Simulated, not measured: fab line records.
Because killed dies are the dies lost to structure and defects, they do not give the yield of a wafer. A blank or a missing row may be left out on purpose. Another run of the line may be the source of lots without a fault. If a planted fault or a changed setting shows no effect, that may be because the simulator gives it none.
Matching of chambers + flow gf180mcu + cmp-02 running GF_V2_CMP_04: 4 sister chambers
The step polishes SiO2. 4 wafers are shown with their chamber, then 7 later ones without.

WAFERS WITH THEIR CHAMBER
| wafer  | chamber | motor-current-A (A) |
|--------|---------|---------------------|
| L310.2 | 1       | 10.3                |
| L310.6 | 2       | 13.7                |
| L317.2 | 3       | 11.9                |
| L322.5 | 0       | 12.0                |

WAFERS WITHOUT THEIR CHAMBER
| wafer  | motor-current-A (A) |
|--------|---------------------|
| L322.6 | 10.2                |
| L324.2 | 11.3                |
| L324.3 | 12.4                |
| L324.5 | 11.8                |
| L327.2 | 11.7                |
| L327.3 | 10.0                |
| L327.4 | 13.3                |

CHAMBER TAKEN BY EACH
| wafer  | from the rows above          | in truth |
|--------|------------------------------|----------|
| L322.6 | 1                            | 1        |
| L324.2 | can't be placed: 3 or 0 or 1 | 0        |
| L324.3 | can't be placed: 0 or 3      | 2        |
| L324.5 | can't be placed: 3 or 0      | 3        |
| L327.2 | can't be placed: 3 or 0      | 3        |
| L327.3 | 1                            | 1        |
| L327.4 | 2                            | 2        |
Placed correctly: 3 of 7. These rows do not allow placing 4 (true chamber among the candidates in 3). Wrongly placed: 0.
How it was worked out, from the rows above alone: a wafer's distance from a chamber is the root of the sum, over the readings, of the square of ((its reading less the chamber's mean) divided by the reading's scatter). The wafer belongs to the nearest chamber; if the next one is less than 2 further off, it can't be placed. For every chamber, the mean is computed from those of its wafers that are shown. The scatter: with one shown wafer a chamber, the root of the mean of the squares of how far each hidden wafer lies from its nearest shown one.
